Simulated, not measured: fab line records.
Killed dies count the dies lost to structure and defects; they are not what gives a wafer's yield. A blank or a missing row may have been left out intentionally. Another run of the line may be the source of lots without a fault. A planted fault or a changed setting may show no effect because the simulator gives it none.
The tool behind it: which one? -- flow sky130 -- 32 wafers from 11 lots sampled at 2 of the route's 708 steps

== WHAT THE GAUGES READ, wafer by wafer ==
SKY_SD_N_RS_MEAS_18: measures by four-point-probe.
lot,measured,on,RES_XHIGH_RS (ohm/sq)
L466,day 27 16:13,film-metro-04,333.8 332.4 332.6
L467,day 28 01:04,film-metro-03,336.6 335.3 334.3
L468,day 28 19:30,film-metro-03,333.9 334.9 335.7
L471,day 29 20:02,film-metro-03,333.9 333.5 333.2
L472,day 30 07:14,film-metro-04,334.5 334.6 333.5
L474,day 30 19:22,film-metro-02,333.6 331.9
L478,day 32 07:02,film-metro-02,332.1 331.4 332.3
L483,day 33 16:46,film-metro-02,332.6 333.6 333.0
L485,day 34 07:23,film-metro-04,335.1 332.9 334.2
L487,day 35 06:29,film-metro-03,335.1 333.9 334.5
L489,day 35 14:11,film-metro-04,332.2 332.8 333.2

== WHICH TOOL RAN EACH LOT (tool, then ch and the chambers of the sampled wafers, then the start) ==
lot,SKY_RES_XHIGH_STRIP_08
L466,"plasma-asher-02 ch 0,1, day 26 09:16"
L467,"plasma-asher-02 ch 0,1, day 26 19:02"
L468,"plasma-asher-04 ch 0,1, day 27 13:37"
L471,"plasma-asher-02 ch 0,1, day 28 14:59"
L472,"plasma-asher-04 ch 0,1, day 29 01:58"
L474,"plasma-asher-04 ch 0, day 29 14:22"
L478,"plasma-asher-04 ch 0, day 31 02:07"
L483,"plasma-asher-04 ch 0,1, day 32 13:25"
L485,"plasma-asher-02 ch 0,1, day 33 04:40"
L487,"plasma-asher-04 ch 0,1, day 34 02:58"
L489,"plasma-asher-03 ch 0,1, day 34 10:37"
- SKY_RES_XHIGH_STRIP_08: strips in O2/N2.

== WHAT THE TOOLS THEMSELVES READ (means of the sampled wafers that have a number; where no wafer has one, the mark that the record gives instead) ==
SKY_RES_XHIGH_STRIP_08.
lot,tool,chamber-pressure-mTorr (mTorr),drypump-motor-current-A (A),n2-flow-sccm (sccm),oes-product-au (a.u.),strip-time-to-endpoint-s (s)
L466,plasma-asher-02,1500.3,5.6,300.1,0.710,14.20
L467,plasma-asher-02,1499.7,5.2,297.9,0.716,14.21
L468,plasma-asher-04,1499.4,5.4,299.7,0.713,14.26
L471,plasma-asher-02,1499.8,5.6,300.8,0.709,14.26
L472,plasma-asher-04,1500.4,5.4,300.8,0.708,14.26
L474,plasma-asher-04,1500.0,5.6,300.1,0.712,14.24
L478,plasma-asher-04,1499.8,5.6,300.7,0.709,14.25
L483,plasma-asher-04,1500.1,5.2,298.8,0.710,14.33
L485,plasma-asher-02,1500.2,5.2,299.4,0.709,14.27
L487,plasma-asher-04,1501.2,5.4,299.8,0.711,14.30
L489,plasma-asher-03,1500.2,5.6,299.8,0.711,14.27

== THE ANSWER, worked out from the rows above alone ==
Rule: the lots themselves supply what counts as usual. Put in order of their means at a reading, lots are off if they are a third of the lots or fewer, leave a main group of 4 or more, and stand apart from it by a gap of 3 or more times the standard deviation of the main group's means; of several such gaps the widest counts. If all means in a main group match to the digits the tables above print for the reading, that group is not used. A lot without any number at a reading at which 4 lots or more have one is off too. Where the step has rows for the other lots, those lots are counted as sound. Order of review: gauges by route order, followed by the tools' own readings, for which a lot's mean as printed above is used. At the first step where some lot is off, the reading lying furthest off is the one used; lots without a number count as furthest.
Across all readings shown, no lot is off: no conclusion can be drawn from this.

== WHAT THE SIMULATOR PUT IN ==
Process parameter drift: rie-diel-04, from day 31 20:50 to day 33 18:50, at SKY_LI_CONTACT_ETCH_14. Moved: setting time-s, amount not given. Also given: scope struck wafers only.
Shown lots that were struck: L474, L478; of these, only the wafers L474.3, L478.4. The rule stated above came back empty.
